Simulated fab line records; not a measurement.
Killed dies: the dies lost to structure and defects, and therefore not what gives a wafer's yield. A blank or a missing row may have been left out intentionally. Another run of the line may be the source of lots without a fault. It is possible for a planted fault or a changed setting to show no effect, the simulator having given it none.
A lot that was struck, set against a sound lot ; flow gf180mcu ; 44 out of 602 route steps
Sound: these wafers, L366.3, L366.5, L366.6. The struck wafers were L369.2, L369.4, L369.5. The cause comes at the end.
At each step with rows: each side's tool, then ch and its chambers, then its first start. Under that, the readings that differ: sound wafers ; struck wafers ; difference of the means ; sigmas: that difference in standard deviations of wafers without a fault.
alike: same words and numbers on both sides, and readings whose means sit less than 2 such deviations apart. not compared: any withheld reading, any reading some wafer has no value for, any bound like >300 that may hide the same value, and any number with overlapping values for which the record gives no deviation.
Wherever a step has rows on one side only, a row that says differs or no value, or a row with sigmas, the two part there. Non-overlapping numbers with no deviation appear without sigmas and do not part them. A reading missing from all wafers of one side parts the sides only when that side holds two or more wafers.

first, 2 steps without rows for these wafers: GF_DNWELL_DEVELOP_06 (develop time 60 s); GF_DNWELL_IMPLANT_07.
GF_DNWELL_STRIP_08: strips in O2/N2.
  sound on plasmaAsher-03 ch 0,1, day 4 20:03; struck on plasmaAsher-02 ch 0,1, day 5 09:11
  alike: drypumpMotorCurrentA, heaterPowerW, oesProductAu, stripTimeToEndpointS
  not compared: rfHoursCounterH
GF_DNWELL_TW_MEAS_09:
  sound on filmMetro-02, day 4 20:08; struck on filmMetro-03, day 5 09:18
reading;sound;struck;difference;sigmas
DNWELL_TW;1355 1365 1360;1321 1325 1318;-39;-3
then, 7 steps without rows for these wafers: GF_NWELL_DEHYDRATE_00 (time 60 s); GF_NWELL_HMDS_01 (prime time 60 s); GF_NWELL_COAT_02 (resist thk 3000 nm); GF_NWELL_SOFTBAKE_03; GF_NWELL_EXPOSE_04 (exposes mask Nwell, target cd 860 nm); GF_NWELL_PEB_05; GF_NWELL_DEVELOP_06 (develop time 60 s).
GF_NWELL_OVL_MEAS_07:
  sound on overlay-02, day 5 10:28; struck on overlay-01, day 5 23:54
  alike: NWELL_OVL
GF_NWELL_IMPLANT_08:
  sound on implanter-04 ch 0, day 5 10:33; struck on implanter-02 ch 0, day 6 00:16
  alike: tiltDeg
after that, 1 step had no rows for these wafers: GF_NWELL_IMPLANT_09.
GF_NWELL_STRIP_10: strips in O2/N2.
  sound on plasmaAsher-04 ch 0,1, day 5 10:50; struck on plasmaAsher-04 ch 0,1, day 6 00:32
  alike: drypumpMotorCurrentA, heaterPowerW, oesProductAu, stripTimeToEndpointS
  not compared: rfHoursCounterH
GF_NWELL_TW_MEAS_11:
  sound on filmMetro-02, day 5 10:55; struck on filmMetro-04, day 6 01:02
reading;sound;struck;difference;sigmas
NWELL_TW;1591 1580 1584;1903 1897 1892;+312;+32
then, 7 steps without rows for these wafers: GF_LVPWELL_DEHYDRATE_00 (time 60 s); GF_LVPWELL_HMDS_01 (prime time 60 s); GF_LVPWELL_COAT_02 (resist thk 3000 nm); GF_LVPWELL_SOFTBAKE_03; GF_LVPWELL_EXPOSE_04 (exposes mask LVPWELL, target cd 600 nm); GF_LVPWELL_PEB_05; GF_LVPWELL_DEVELOP_06 (develop time 60 s).
GF_LVPWELL_OVL_MEAS_07:
  sound on overlay-02, day 6 00:46; struck on overlay-02, day 6 15:37
  alike: LVPWELL_OVL
then, 2 steps without rows for these wafers: GF_LVPWELL_IMPLANT_08; GF_LVPWELL_IMPLANT_09.
GF_LVPWELL_STRIP_10: strips in O2/N2.
  sound on plasmaAsher-03 ch 0,1, day 6 01:08; struck on plasmaAsher-01 ch 0,1, day 6 15:57
reading;sound;struck;difference;sigmas
drypumpMotorCurrentA (A);5.9 5.9 5.9;5.2 5.0 5.2;-0.8;-2
heaterPowerW (W);335 368 341;291 331 279;-48;-2
  alike: oesProductAu, stripTimeToEndpointS
  not compared: rfHoursCounterH
GF_LVPWELL_TW_MEAS_11:
  sound on filmMetro-01, day 6 01:13; struck on filmMetro-04, day 6 16:04
  alike: LVPWELL_TW
then, 7 steps without rows for these wafers: GF_MVSD_DEHYDRATE_00 (time 60 s); GF_MVSD_HMDS_01 (prime time 60 s); GF_MVSD_COAT_02 (resist thk 3000 nm); GF_MVSD_SOFTBAKE_03; GF_MVSD_EXPOSE_04 (exposes mask MVSD, target cd 1000 nm); GF_MVSD_PEB_05; GF_MVSD_DEVELOP_06 (develop time 60 s).
GF_MVSD_OVL_MEAS_07:
  sound on overlay-01, day 6 16:14; struck on overlay-01, day 7 07:18
  alike: MVSD_OVL
then, 2 steps without rows for these wafers: GF_MVSD_IMPLANT_08; GF_MVSD_IMPLANT_09.
GF_MVSD_STRIP_10: strips in O2/N2.
  sound on plasmaAsher-04 ch 0,1, day 6 16:35; struck on plasmaAsher-04 ch 0,1, day 7 07:38
  alike: drypumpMotorCurrentA, heaterPowerW, oesProductAu, stripTimeToEndpointS
  not compared: rfHoursCounterH
GF_MVSD_TW_MEAS_11:
  sound on filmMetro-04, day 6 16:40; struck on filmMetro-04, day 7 07:44
  alike: MVSD_TW
then, 2 steps without rows for these wafers: GF_MVPSD_DEHYDRATE_00 (time 60 s); GF_MVPSD_HMDS_01 (prime time 60 s).
-- the record jumps here: 4 days lie between the struck wafers' starts before and after --
GF_VT_IMPLANT_RS_MEAS_47: uses a four-point probe to measure.
  sound on filmMetro-02, day 10 05:16; struck on filmMetro-02, day 10 21:38
reading;sound;struck;difference;sigmas
NWELL_RS (ohm/sq);487.4 488.1 488.8;349.0 349.3 348.8;-139.1;-99 or more
GF_PASSIVATION_PROBE_99:
  the record has rows for the sound wafers here (prober-02, day 31 21:41) and none for the struck ones

WHERE THEY PART
Earliest at GF_DNWELL_TW_MEAS_09; latest, in this record, at GF_PASSIVATION_PROBE_99.

WHY: whatever the simulator had introduced
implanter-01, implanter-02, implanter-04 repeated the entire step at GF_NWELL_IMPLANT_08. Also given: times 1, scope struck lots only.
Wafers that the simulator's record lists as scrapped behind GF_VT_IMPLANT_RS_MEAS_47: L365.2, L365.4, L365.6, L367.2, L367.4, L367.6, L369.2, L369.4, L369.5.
